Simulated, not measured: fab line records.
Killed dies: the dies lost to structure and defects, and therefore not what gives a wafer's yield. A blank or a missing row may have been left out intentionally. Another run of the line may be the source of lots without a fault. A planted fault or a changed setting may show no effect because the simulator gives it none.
Comparing a struck lot with a sound one :: flow sky130 :: 16 steps out of a route of 708
Sound: wafers L998.2, L998.3, L998.4. Struck: wafer L115.1 (L115.5, L115.6, from the same lot, were not struck and are left out); the cause is given at the end.
At each step with rows: each side's tool, then ch and its chambers, then its first start. Under that, the readings that differ: sound wafers :: struck wafers :: difference of the means :: sigmas: that difference in standard deviations of wafers without a fault.
alike: readings whose means differ by less than 2 such deviations, and words and numbers that are the same on both sides. not compared: withheld readings, readings that some wafer has no value for, bounds like >300 that may hide the same value, and numbers for which the record gives no deviation and whose values overlap.
A row with sigmas, a row that says differs or no value, or rows on one side alone: a step with any of these is where the two part. Numbers that don't overlap but have no deviation are shown without sigmas and don't part them. A reading that every wafer of one side lacks parts them only if that side has two wafers or more.

first, 3 steps without rows for these wafers: SKY_METAL2_EXPOSE_12 (exposes mask MM2, target cd 140 nm); SKY_METAL2_PEB_13; SKY_METAL2_DEVELOP_14 (develop time 60 s).
SKY_METAL2_CD_MEAS_15 targets a cd of 140 nm.
  sound on cd sem-01, day 35 08:28; struck on cd sem-01, day 40 22:54
  alike: cd nm
SKY_METAL2_OVL_MEAS_16:
  sound on overlay-02, day 35 08:35; struck on overlay-01, day 40 23:01
  alike: METAL2_OVL
SKY_METAL2_DESCUM_17: chemistry O2, time 8 s.
  sound on rie metal-02 ch 0,1, day 35 08:37; struck on rie metal-03 ch 0, day 40 23:04
reading: rf fwd power W (W)
sound: 148.4 148.9 146.8
struck: 146.2
difference: -1.8
sigmas: -2
  alike: chamber pressure mTorr, drypump motor current A, oes product au
  not compared: rf hours counter h
SKY_METAL2_ETCH_18: etches BARC in N2/H2, stops on SiO2, time 45.9 s, target depth 60 nm.
  sound on rie metal-02 ch 0,1, day 35 08:38; struck on rie metal-03 ch 0, day 40 23:05
  alike: chamber pressure mTorr, drypump motor current A, oes product au, rf fwd power W, throttle valve pct
  not compared: rf hours counter h
SKY_METAL2_METAL_ETCH_19: etches the open film in Cl2/BCl3, stops on SiO2, target depth 360 nm, time 78 s.
  sound on rie metal-02 ch 0,1, day 35 08:42; struck on rie metal-03 ch 0, day 40 23:09
reading: chamber pressure mTorr (mTorr)
sound: 9.998 9.998 9.991
struck: 10.016
difference: +0.020
sigmas: +2

reading: oes product au (a.u.)
sound: 0.853 0.848 0.848
struck: 0.862
difference: +0.012
sigmas: +2

reading: rf fwd power W (W)
sound: 898 900 898
struck: 889
difference: -10
sigmas: -3
  alike: drypump motor current A, throttle valve pct
  not compared: rf hours counter h
SKY_METAL2_STRIP_20: strips in O2/N2.
  sound on plasma asher-03 ch 0,1, day 35 08:47; struck on plasma asher-01 ch 0, day 40 23:14
reading: chamber pressure mTorr (mTorr)
sound: 1502.3 1501.2 1499.3
struck: 1497.5
difference: -3.4
sigmas: -3
  alike: drypump motor current A, oes product au, strip time to endpoint s
  not compared: rf hours counter h
then, 3 steps without rows for these wafers: SKY_METAL2_STRIP_21 (strips in post etch residue remover, time 1200 s); SKY_METAL2_CLEAN_22 (cleans in IPA, time 180 s); SKY_METAL2_CLEAN_23 (cleans in O3/DIW).
SKY_VIA2_HDPCVD_00: deposits SiO2, target thk 1180 nm, time 196.7 s.
  sound on hdpcvd-01 ch 1,2, day 35 09:23; struck on hdpcvd-01 ch 2, day 40 23:50
reading: model.SiO2_of_VIA2_HDPCVD_00.thk nm (nm)
sound: 1154 1167 1143
struck: 2042
difference: +887
sigmas: 
SKY_VIA2_THK_MEAS_01:
  sound on film metro-03, day 35 09:32; struck on film metro-04, day 41 00:11
reading: VIA2_HDPCVD_THK (nm)
sound: 1154 1167 1144
struck: 2041
difference: +886
sigmas: +59
  not compared: hold
SKY_VIA2_CMP_02: polishes SiO2.
  sound on cmp-02 ch 0,2,3, day 35 09:35; struck on cmp-01 ch 0, day 41 01:49
reading: hold
sound: - - -
struck: await dispo/1.5h/release
difference: no value on the sound wafers
sigmas: 
  alike: motor current A
-- the record jumps here: 9 days lie between the struck wafers' starts before and after (it left off in module VIA2 and takes up again in module PAD_OPEN, whose first step shown is number 708 of the route) --
SKY_PAD_OPEN_PROBE_99:
  sound on prober-02, day 45 22:49; struck on prober-02, day 50 04:22
reading: sort_bin_6_memory (%)
sound: 5.3 6.5 3.9
struck: 7.5
difference: +2.3
sigmas: +2
  alike: defect limited yield, killed_at_M0_to_M3, killed_at_M4_up, killed at contacts, killed at front end, killed at other, killed dies, killed open, killed short, sort_bin_3_pad_short, sort_bin_5_function, sort n pass, sort yield pct

## WHERE THEY PART
First at SKY_METAL2_DESCUM_17; last, within this record, at SKY_PAD_OPEN_PROBE_99.

WHY: what the simulator had put in
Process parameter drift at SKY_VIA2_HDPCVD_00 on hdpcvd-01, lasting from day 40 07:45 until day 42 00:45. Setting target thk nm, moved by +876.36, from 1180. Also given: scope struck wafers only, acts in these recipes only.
